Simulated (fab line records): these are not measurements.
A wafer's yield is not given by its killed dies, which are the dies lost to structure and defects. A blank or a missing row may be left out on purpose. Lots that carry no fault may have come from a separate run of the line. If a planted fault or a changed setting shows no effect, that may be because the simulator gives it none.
A lot that was struck, set against a sound lot -- flow sky130 -- 16 steps out of a route of 708
Sound: wafers L811.1, L811.2, L811.4. Struck: wafer L818.3. (L818.1, L818.5 of the same lot were not struck and are left out.) The cause comes at the end.
At each step with rows: each side's tool, then ch and its chambers, then its first start. Under that, the readings that differ: sound wafers -- struck wafers -- difference of the means -- sigmas: that difference in standard deviations of wafers without a fault.
alike: a reading whose means differ by less than 2 such deviations, as well as words and numbers matching on both sides. not compared: withheld readings; readings where some wafer has no value; bounds like >300 that might hide an equal value; numbers whose values overlap and for which the record gives no deviation.
Wherever a step has rows on one side only, a row that says differs or no value, or a row with sigmas, the two part there. When numbers do not overlap yet have no deviation, they are printed without sigmas and do not part them. A reading that every wafer of one side lacks parts them only if that side has two wafers or more.

first, 3 steps without rows for these wafers: SKY_METAL2_EXPOSE_12 (exposes mask MM2, target cd 140 nm); SKY_METAL2_PEB_13; SKY_METAL2_DEVELOP_14 (develop time 60 s).
SKY_METAL2_CD_MEAS_15: the cd target is 140 nm.
  sound on cd-sem-02 at day 37 06:11; struck on cd-sem-01 at day 40 10:02
  alike: cd-nm
SKY_METAL2_OVL_MEAS_16:
  sound on overlay-01 at day 37 06:19; struck on overlay-01 at day 40 10:10
  alike: METAL2_OVL
SKY_METAL2_DESCUM_17: chemistry O2, time 8 s.
  sound on rie-metal-03 ch 0,1, day 37 06:20; struck on rie-metal-04 ch 1, day 40 10:11
reading,sound,struck,difference,sigmas
oes-product-au (a.u.),1.027 1.005 1.007,0.981,-0.032,-3
  alike: drypump-motor-current-A, temp-c
  not compared: rf-hours-counter-h
SKY_METAL2_ETCH_18: etches BARC in N2/H2, stops on SiO2, time 45.9 s, target depth 60 nm.
  sound on rie-metal-03 ch 0,1, day 37 06:22; struck on rie-metal-04 ch 1, day 40 10:13
reading,sound,struck,difference,sigmas
oes-product-au (a.u.),0.851 0.856 0.854,0.863,+0.009,+2
  alike: drypump-motor-current-A, throttle-valve-pct
  not compared: rf-hours-counter-h
SKY_METAL2_METAL_ETCH_19: etches the open film in Cl2/BCl3, stops on SiO2, target depth 360 nm, time 78 s.
  sound on rie-metal-03 ch 0,1, day 37 06:26; struck on rie-metal-04 ch 1, day 40 10:17
  alike: drypump-motor-current-A, oes-product-au, throttle-valve-pct
  not compared: rf-hours-counter-h
SKY_METAL2_STRIP_20: strips in O2/N2.
  sound on plasma-asher-04 ch 0,1, day 37 06:32; struck on plasma-asher-02 ch 0, day 40 10:23
reading,sound,struck,difference,sigmas
drypump-motor-current-A (A),5.5 5.7 5.6,6.4,+0.8,+2
  alike: oes-product-au, strip-time-to-endpoint-s
  not compared: rf-hours-counter-h
then, 3 steps without rows for these wafers: SKY_METAL2_STRIP_21 (strips in post etch residue remover, time 1200 s); SKY_METAL2_CLEAN_22 (cleans in IPA, time 180 s); SKY_METAL2_CLEAN_23 (cleans in O3/DIW).
SKY_VIA2_HDPCVD_00: deposits SiO2, target thk 1180 nm, time 196.7 s.
  sound on hdpcvd-01 ch 0,1,2, day 37 07:10; struck on hdpcvd-02 ch 1, day 40 10:59
reading,sound,struck,difference,sigmas
model.SiO2_of_VIA2_HDPCVD_00.thk-nm (nm),1170 1167 1162,2169,+1003,
SKY_VIA2_THK_MEAS_01:
  sound on film-metro-01 at day 37 07:18; struck on film-metro-01 at day 40 11:07
reading,sound,struck,difference,sigmas
VIA2_HDPCVD_THK (nm),1170 1167 1160,2170,+1004,+91
SKY_VIA2_CMP_02: polishes SiO2.
  sound on cmp-01 ch 0,2,3, day 37 07:22; struck on cmp-02 ch 3, day 40 11:17
reading,sound,struck,difference,sigmas
platen-rpm (rpm),60.06 59.92 59.99,60.09,+0.10,+2
  alike: motor-current-A
-- the record jumps here: 9 days lie between the struck wafers' starts before and after (it left off in module VIA2 and takes up again in module PAD_OPEN, whose first step shown is number 708 of the route) --
SKY_PAD_OPEN_PROBE_99:
  the record has rows for the struck wafers here (prober-02, day 49 22:23) and none for the sound ones

WHERE THEY PART
At SKY_METAL2_DESCUM_17 first; at SKY_PAD_OPEN_PROBE_99 last (within this record only).

WHY: what the simulator had put in
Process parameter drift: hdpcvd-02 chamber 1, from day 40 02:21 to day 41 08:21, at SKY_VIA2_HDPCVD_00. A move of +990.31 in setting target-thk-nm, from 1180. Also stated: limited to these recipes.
